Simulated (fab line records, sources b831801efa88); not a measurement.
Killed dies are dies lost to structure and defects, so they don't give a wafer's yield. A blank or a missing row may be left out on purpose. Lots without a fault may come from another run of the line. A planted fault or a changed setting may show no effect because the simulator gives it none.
Which tool did it? | flow sfq_line | 13 lots, 39 wafers sampled, at 5 steps of a route of 325

WHAT THE GAUGES READ, wafer by wafer
SFQ_M1_RS_MEAS_909: measures by four-point-probe.
lot  | measured     | on            | M1_NB_RS (ohm/sq)
L826 | day 10 12:16 | film_metro-02 | 0.877 0.874 0.872
L827 | day 10 17:21 | film_metro-04 | 0.902 0.895 0.898
L829 | day 11 08:10 | film_metro-01 | 0.883 0.891 0.886
L832 | day 12 02:11 | film_metro-01 | 0.892 0.889 0.890
L833 | day 12 09:25 | film_metro-01 | 0.881 0.877 0.885
L834 | day 12 11:10 | film_metro-02 | 0.875 0.879 0.875
L836 | day 13 14:10 | film_metro-04 | 0.873 0.874 0.880
L838 | day 13 23:51 | film_metro-02 | 0.875 0.884 0.879
L841 | day 14 21:27 | film_metro-04 | 0.873 0.877 0.614
L843 | day 15 08:26 | film_metro-01 | 0.905 0.905 0.901
L846 | day 16 07:03 | film_metro-02 | 0.904 0.900 0.900
L847 | day 16 22:39 | film_metro-01 | 0.893 0.884 0.884
L849 | day 17 22:44 | film_metro-02 | 0.880 0.878 0.867

WHICH TOOL RAN EACH LOT (tool, then ch and the chambers of the sampled wafers, then the start)
lot  | SFQ_TRILAYER_M0_BARC_OPEN_METAL_ETCH_031 | SFQ_TRILAYER_I0_DEP_PECVD_027   | SFQ_TRILAYER_I0_METRO_MEASURE_029 | SFQ_TRILAYER_M1_DEP_SPUTTER_037
L826 | rie_metal-01 ch 0,1, day 7 00:46         | pecvd-01 ch 0,1,2, day 7 01:43  | film_metro-03, day 7 17:03        | pvd_sputter-04, day 10 12:08
L827 | rie_metal-03 ch 0,1, day 7 06:46         | pecvd-03 ch 0,1,2, day 7 07:56  | film_metro-03, day 7 21:15        | pvd_sputter-06, day 10 17:12
L829 | rie_metal-03 ch 0,1, day 7 19:57         | pecvd-01 ch 1,2, day 7 20:55    | film_metro-02, day 8 08:39        | pvd_sputter-04, day 11 08:05
L832 | rie_metal-01 ch 0,1, day 8 21:13         | pecvd-03 ch 0,1,2, day 8 22:10  | film_metro-04, day 9 02:10        | pvd_sputter-03, day 12 02:05
L833 | rie_metal-03 ch 0,1, day 9 04:07         | pecvd-01 ch 1,2, day 9 05:04    | film_metro-04, day 9 08:40        | pvd_sputter-04, day 12 09:17
L834 | rie_metal-01 ch 0,1, day 9 05:10         | pecvd-04 ch 1,2, day 9 06:07    | film_metro-03, day 9 09:22        | pvd_sputter-03, day 12 11:05
L836 | rie_metal-04 ch 0,1, day 10 06:22        | pecvd-03 ch 0,2, day 10 07:19   | film_metro-03, day 10 17:22       | pvd_sputter-04, day 13 14:05
L838 | rie_metal-04 ch 0,1, day 10 14:46        | pecvd-04 ch 0,1,2, day 10 15:43 | film_metro-02, day 11 02:22       | pvd_sputter-03, day 13 23:46
L841 | rie_metal-04 ch 1, day 11 12:22          | pecvd-01 ch 0,2, day 11 13:19   | film_metro-03, day 11 21:11       | pvd_sputter-04, day 14 21:22
L843 | rie_metal-03 ch 0,1, day 12 02:52        | pecvd-01 ch 0,1,2, day 12 03:49 | film_metro-04, day 12 08:53       | pvd_sputter-06, day 15 08:20
L846 | rie_metal-04 ch 0,1, day 12 20:52        | pecvd-03 ch 1,2, day 12 21:49   | film_metro-03, day 13 05:53       | pvd_sputter-06, day 16 06:58
L847 | rie_metal-04 ch 0,1, day 13 06:44        | pecvd-04 ch 0,1, day 13 07:41   | film_metro-03, day 13 14:53       | pvd_sputter-03, day 16 22:34
L849 | rie_metal-03 ch 0,1, day 13 18:44        | pecvd-01 ch 1,2, day 13 19:52   | film_metro-04, day 14 03:49       | pvd_sputter-03, day 17 22:39
- SFQ_TRILAYER_M0_BARC_OPEN_METAL_ETCH_031: etches BARC in O2, target depth 125 nm, time 41.7 s.
- SFQ_TRILAYER_I0_DEP_PECVD_027: deposits SiO2 from SiH4/N2O, time 111.11 s, target thk 500 nm.
- SFQ_TRILAYER_I0_METRO_MEASURE_029
- SFQ_TRILAYER_M1_DEP_SPUTTER_037: material Nb, target thk 200 nm, time 133.3 s.

WHAT THE TOOLS THEMSELVES READ (means of the sampled wafers that have a number; where no wafer has one, the mark that the record gives instead)
SFQ_TRILAYER_M0_BARC_OPEN_METAL_ETCH_031.
lot  | tool         | drypump_motor_current_A (A) | he_backside_leak_sccm (sccm) | oes_product_au (a.u.)
L826 | rie_metal-01 | 5.8                         | 3.21                         | 0.682
L827 | rie_metal-03 | 5.9                         | 3.40                         | 0.687
L829 | rie_metal-03 | 5.9                         | 3.33                         | 0.688
L832 | rie_metal-01 | 5.8                         | 3.33                         | 0.680
L833 | rie_metal-03 | 5.9                         | 3.44                         | 0.685
L834 | rie_metal-01 | 5.9                         | 3.39                         | 0.683
L836 | rie_metal-04 | 6.1                         | 3.57                         | 0.684
L838 | rie_metal-04 | 5.7                         | 3.75                         | 0.689
L841 | rie_metal-04 | 5.4                         | 3.64                         | 0.682
L843 | rie_metal-03 | 5.9                         | 3.25                         | 0.683
L846 | rie_metal-04 | 6.1                         | 3.83                         | 0.685
L847 | rie_metal-04 | 5.7                         | 3.81                         | 0.688
L849 | rie_metal-03 | 5.9                         | 3.37                         | 0.684

SFQ_TRILAYER_I0_DEP_PECVD_027.
lot  | tool     | heater_power_w (W) | throttle_valve_pct (%)
L826 | pecvd-01 | 79                 | 24.6
L827 | pecvd-03 | 91                 | 25.4
L829 | pecvd-01 | 82                 | 24.2
L832 | pecvd-03 | 84                 | 25.5
L833 | pecvd-01 | 74                 | 24.6
L834 | pecvd-04 | 81                 | 23.5
L836 | pecvd-03 | 100                | 22.9
L838 | pecvd-04 | 78                 | 23.9
L841 | pecvd-01 | 75                 | 25.3
L843 | pecvd-01 | 76                 | 24.9
L846 | pecvd-03 | 92                 | 23.1
L847 | pecvd-04 | 82                 | 24.9
L849 | pecvd-01 | 72                 | 24.7

SFQ_TRILAYER_I0_METRO_MEASURE_029.
lot  | tool          | thk_nm (nm)
L826 | film_metro-03 | 200.7
L827 | film_metro-03 | 199.5
L829 | film_metro-02 | 201.4
L832 | film_metro-04 | 200.9
L833 | film_metro-04 | 201.1
L834 | film_metro-03 | 199.0
L836 | film_metro-03 | 199.7
L838 | film_metro-02 | 200.0
L841 | film_metro-03 | 200.3
L843 | film_metro-04 | 200.0
L846 | film_metro-03 | 200.0
L847 | film_metro-03 | 202.0
L849 | film_metro-04 | 199.6

SFQ_TRILAYER_M1_DEP_SPUTTER_037.
lot  | tool           | cathode_dc_power_W (W) | throttle_valve_pct (%)
L826 | pvd_sputter-04 | 1999.9                 | 30.6
L827 | pvd_sputter-06 | 2000.2                 | 31.1
L829 | pvd_sputter-04 | 2000.1                 | 30.1
L832 | pvd_sputter-03 | 1999.9                 | 28.8
L833 | pvd_sputter-04 | 2000.0                 | 30.3
L834 | pvd_sputter-03 | 2000.0                 | 29.4
L836 | pvd_sputter-04 | 1999.7                 | 30.2
L838 | pvd_sputter-03 | 2000.2                 | 29.2
L841 | pvd_sputter-04 | 2281.2                 | 29.8
L843 | pvd_sputter-06 | 2000.3                 | 30.9
L846 | pvd_sputter-06 | 2000.1                 | 31.8
L847 | pvd_sputter-03 | 2000.1                 | 29.1
L849 | pvd_sputter-03 | 1999.9                 | 29.3

THE ANSWER, worked out from the rows above alone
Rule: what is usual is taken from the lots themselves. Put in order of their means at a reading, lots are off if they are a third of the lots or fewer, leave a main group of 4 or more, and stand apart from it by a gap of 3 or more times the standard deviation of the main group's means; of several such gaps the widest counts. A main group whose means are all the same, to the digits that the tables above print for the reading, isn't used. A lot without any number at a reading at which 4 lots or more have one is off too. The other lots that the step has rows for count as sound. The gauges are gone through in route order, then the tools' own readings, and for those a lot's mean is taken as printed above. The first step at which some lot is off is used, and at that step the reading that is off furthest; a lot without a number counts as furthest.
Off: L841, at SFQ_M1_RS_MEAS_909 (M1_NB_RS). The main group: mean 0.886 ohm/sq, standard deviation 0.01.
A tool fits if, at a process step before that reading, it ran every lot that is off, and no sound lot after the first of them. The gauges at SFQ_M1_RS_MEAS_909 aren't tried: what is off there is off at SFQ_TRILAYER_M1_DEP_SPUTTER_037 too, on other tools, and a gauge's error can't cause that. One fits: pvd_sputter-04 at SFQ_TRILAYER_M1_DEP_SPUTTER_037. Its last sound lot is L836 (day 13 14:05), its first lot that is off L841 (day 14 21:22): a fault that began between those two fits.
The tool's own readings at SFQ_TRILAYER_M1_DEP_SPUTTER_037 bear it out: on the lots that are off they differ by more than 5 times the standard deviation of the sound lots' means. cathode_dc_power_W reads 2281.2 W there against 2000.0 W on the sound lots.

WHAT THE SIMULATOR HAD PUT IN
Process parameter drift: pvd_sputter-04, from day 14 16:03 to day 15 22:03, at SFQ_TRILAYER_M1_DEP_SPUTTER_037. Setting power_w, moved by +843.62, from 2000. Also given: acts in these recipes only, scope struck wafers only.
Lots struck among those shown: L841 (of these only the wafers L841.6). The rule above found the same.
